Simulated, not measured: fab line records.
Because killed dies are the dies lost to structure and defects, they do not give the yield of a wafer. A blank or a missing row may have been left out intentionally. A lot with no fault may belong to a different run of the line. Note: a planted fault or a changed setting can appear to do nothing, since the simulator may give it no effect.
A lot that was struck, set against a sound lot -- flow sky130 -- 15 out of 708 route steps
Sound: these wafers, L607.1, L607.3, L607.6. Struck: wafer L627.4. (L627.5, L627.6 of the same lot were not struck and are left out.) The cause comes at the end.
Per side, at each step with rows, come the tool, then ch with its chambers, and then its first start. Under that, the readings that differ: sound wafers -- struck wafers -- difference of the means -- sigmas: that difference in standard deviations of wafers without a fault.
alike: a reading whose means differ by less than 2 such deviations, as well as words and numbers matching on both sides. not compared: withheld readings; readings where some wafer has no value; bounds like >300 that might hide an equal value; numbers whose values overlap and for which the record gives no deviation.
The two part at a step that has a row with sigmas, a row that says differs or no value, or rows on one side only. Numbers that don't overlap but have no deviation are shown without sigmas and don't part them. A reading that every wafer of one side lacks parts them only if that side has two wafers or more.

SKY_VIA2_BOW_MEAS_03:
  sound on filmMetro-02, day 36 02:04; struck on filmMetro-04, day 42 02:48
  alike: VIA2_BOW
then, 8 steps without rows for these wafers: SKY_VIA2_DEHYDRATE_04 (time 60 s); SKY_VIA2_HMDS_05 (prime time 60 s); SKY_VIA2_COAT_06 (resist thk 60 nm); SKY_VIA2_COAT_07 (resist thk 450 nm); SKY_VIA2_SOFTBAKE_08 (time 90 s); SKY_VIA2_EXPOSE_09 (exposes mask VIM2, target cd 200 nm); SKY_VIA2_PEB_10; SKY_VIA2_DEVELOP_11 (develop time 60 s).
SKY_VIA2_CD_MEAS_12: the cd target is 200 nm.
  sound on cdSem-02, day 37 04:52; struck on cdSem-01, day 43 02:07
  alike: cdNm
SKY_VIA2_OVL_MEAS_13:
  sound on overlay-01, day 37 04:59; struck on overlay-01, day 43 02:11
  alike: VIA2_OVL
SKY_VIA2_ETCH_14: etches BARC in N2/H2, stops on SiO2, time 45.9 s, target depth 60 nm.
  sound on rieDiel-03 ch 0,3, day 37 05:01; struck on rieDiel-01 ch 1, day 43 02:13
reading,sound,struck,difference,sigmas
biasW (W),99.63 99.99 99.66,100.41,+0.65,+2
drypumpMotorCurrentA (A),5.2 5.4 5.2,6.6,+1.3,+2
  alike: oesProductAu, throttleValvePct
  not compared: rfHoursCounterH
SKY_VIA2_ETCH_15: etches SiO2 in C4F8/O2/Ar, stops on TiN, target depth 546 nm, time 84 s.
  sound on rieDiel-03 ch 0,3, day 37 05:05; struck on rieDiel-01 ch 1, day 43 02:15
reading,sound,struck,difference,sigmas
biasW (W),1199 1204 1204,1260,+58,+17
  alike: oesProductAu
SKY_VIA2_STRIP_16: strips in O2/N2.
  sound on plasmaAsher-03 ch 0,1, day 37 05:11; struck on plasmaAsher-04 ch 1, day 43 02:21
reading,sound,struck,difference,sigmas
drypumpMotorCurrentA (A),5.2 5.2 5.3,6.2,+1.0,+3
oesProductAu (a.u.),0.407 0.392 0.402,0.390,-0.010,-2
  alike: stripTimeToEndpointS
  not compared: rfHoursCounterH
-- the record jumps here: 8 days lie between the struck wafers' starts before and after (it left off in module VIA2 and takes up again in module PAD_OPEN, whose first step shown is number 708 of the route) --
SKY_PAD_OPEN_PROBE_99:
  sound on prober-02, day 46 20:10; struck on prober-02, day 51 06:11
reading,sound,struck,difference,sigmas
killed_at_M4_up,4 13 2,1,-5,-3
  alike: defectLimitedYield, killed_at_M0_to_M3, killedAtContacts, killedAtFrontEnd, killedAtOther, killedDies, killedOpen, killedShort, sort_bin_3_pad_short, sort_bin_5_function, sort_bin_6_memory, sortNPass, sortYieldPct

## WHERE THEY PART
Last at SKY_PAD_OPEN_PROBE_99 as far as this record goes, first at SKY_VIA2_ETCH_14.

WHY: the cause the simulator had injected
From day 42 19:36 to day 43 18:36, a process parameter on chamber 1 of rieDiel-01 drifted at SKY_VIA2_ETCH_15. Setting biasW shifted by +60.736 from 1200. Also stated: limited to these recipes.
